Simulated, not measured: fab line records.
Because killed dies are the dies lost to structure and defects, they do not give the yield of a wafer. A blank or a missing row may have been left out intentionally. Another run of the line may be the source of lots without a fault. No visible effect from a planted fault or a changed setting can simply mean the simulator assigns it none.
Struck lot and sound lot, side by side + flow sky130 + 14 out of 708 route steps
Sound: wafers L766.1, L766.3, L766.6. Struck: wafers L774.2, L774.3, L774.6. Last of all comes the cause.
Per side, at each step with rows, come the tool, then ch with its chambers, and then its first start. Under that, the readings that differ: sound wafers + struck wafers + difference of the means + sigmas: that difference in standard deviations of wafers without a fault.
alike: same words and numbers on both sides, and readings whose means sit less than 2 such deviations apart. not compared: any withheld reading, any reading some wafer has no value for, any bound like >300 that may hide the same value, and any number with overlapping values for which the record gives no deviation.
The two part at a step that has a row with sigmas, a row that says differs or no value, or rows on one side only. Numbers that don't overlap but have no deviation are shown without sigmas and don't part them. A reading that every wafer of one side lacks parts them only if that side has two wafers or more.

SKY_VIA3_CD_MEAS_12: target cd 200 nm.
  sound on cd_sem-02 at day 42 02:28; struck on cd_sem-01 at day 44 05:20
  alike: cd_nm
SKY_VIA3_OVL_MEAS_13:
  sound on overlay-01 at day 42 02:35; struck on overlay-01 at day 44 05:26
  alike: VIA3_OVL
SKY_VIA3_ETCH_14: etches BARC in N2/H2, stops on SiO2, time 45.9 s, target depth 60 nm.
  sound on rie_diel-02 ch 0,3, day 42 02:37; struck on rie_diel-02 ch 0,1,3, day 44 05:28
  alike: drypump_motor_current_A, n2_flow_sccm, oes_product_au, throttle_valve_pct
  not compared: rf_hours_counter_h
SKY_VIA3_ETCH_15: etches SiO2 in C4F8/O2/Ar, stops on TiN, target depth 507 nm, time 78 s.
  sound on rie_diel-02 ch 0,3, day 42 02:40; struck on rie_diel-02 ch 0,1,3, day 44 05:31
  alike: oes_product_au
  not compared: rf_hours_counter_h
SKY_VIA3_STRIP_16: strips in O2/N2.
  sound on plasma_asher-01 ch 1, day 42 02:44; struck on plasma_asher-03 ch 0, day 44 05:34
  alike: drypump_motor_current_A, n2_flow_sccm, oes_product_au, strip_time_to_endpoint_s
  not compared: rf_hours_counter_h
then, 3 steps without rows for these wafers: SKY_VIA3_STRIP_17 (strips in post etch residue remover, time 1200 s); SKY_VIA3_CLEAN_18 (cleans in IPA, time 180 s); SKY_VIA3_CLEAN_19 (cleans in O3/DIW).
SKY_VIA3_SPUTTER_20: material TiN, target thk 20 nm, time 80 s.
  sound on pvd_sputter-04 at day 42 03:28; struck on pvd_sputter-03 at day 44 06:10
  alike: chamber_pressure_pa, throttle_valve_pct
SKY_VIA3_CVD_21: deposits W, target thk 390 nm, time 117.31 s.
  sound on cvd_w-02 ch 0,1, day 42 03:32; struck on cvd_w-02 ch 0,1, day 44 06:13
  alike: heater_power_w
SKY_VIA3_RS_MEAS_22: a four-point-probe measurement.
  sound on film_metro-01 at day 42 03:39; struck on film_metro-01 at day 44 06:22
  alike: VIA3_W_RS
SKY_VIA3_THK_MEAS_23: measures by xrf.
  sound on film_metro-01 at day 42 03:46; struck on film_metro-01 at day 44 06:28
  alike: VIA3_W_THK
SKY_VIA3_CMP_24: polishes, stops on SiO2, t overpolish 20 s, target thk 0 nm.
  sound on cmp-01 ch 0,1,3, day 42 03:50; struck on cmp-02 ch 0,1, day 44 07:04
| reading                 | sound                | struck            | difference | sigmas      |
|-------------------------|----------------------|-------------------|------------|-------------|
| head_pressure_psi (psi) | 3.495 3.486 3.490    | 3.511 3.508 3.506 | +0.018     | +2          |
| overpolish_run_s (s)    | 20.009 19.990 20.004 | 0.048 0.047 0.040 | -19.956    | -99 or more |
| time_to_endpoint_s (s)  | 98 93 101            | 153 153 148       | +54        | +12         |
  alike: motor_current_A, platen_rpm
-- the record jumps here: 5 days lie between the struck wafers' starts before and after (it left off in module VIA3 and takes up again in module PAD_OPEN, whose first step shown is number 708 of the route) --
SKY_PAD_OPEN_PROBE_99:
  sound on prober-01 at day 47 22:20; struck on prober-01 at day 49 14:05
| reading                  | sound          | struck                                                               | difference                   | sigmas      |
|--------------------------|----------------|----------------------------------------------------------------------|------------------------------|-------------|
| hold                     | - - -          | await_dispo/4.2h/scrap await_dispo/4.2h/scrap await_dispo/4.2h/scrap | no value on the sound wafers |             |
| defect_limited_yield (%) | 83.1 82.7 84.6 | 0 0 0                                                                | -83                          | -44         |
| killed_at_M0_to_M3       | 40 39 38       | 466 448 461                                                          | +419                         | +56         |
| killed_dies              | 83 85 76       | 492 492 492                                                          | +411                         | +44         |
| killed_on_rim            | 17 14 18       | 96 96 96                                                             | +80                          | +24         |
| sort_bin_3_pad_short (%) | 1.0 0.6 0.8    | 85.2 82.7 86.2                                                       | +83.9                        | +99 or more |
| sort_n_pass              | 409 407 416    | 0 0 0                                                                | -411                         | -44         |
| sort_yield_pct (%)       | 83.1 82.7 84.6 | 0 0 0                                                                | -83                          | -44         |
  alike: killed_at_M4_up, killed_at_contacts, killed_at_front_end, killed_at_other, killed_open, killed_short, sort_bin_5_function, sort_bin_6_memory

== WHERE THEY PART ==
First at SKY_VIA3_CMP_24; last, within this record, at SKY_PAD_OPEN_PROBE_99.

WHY: the cause the simulator had injected
Process parameter drift: cmp-02, from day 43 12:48 on, at SKY_VIA3_CMP_24. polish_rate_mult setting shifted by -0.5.
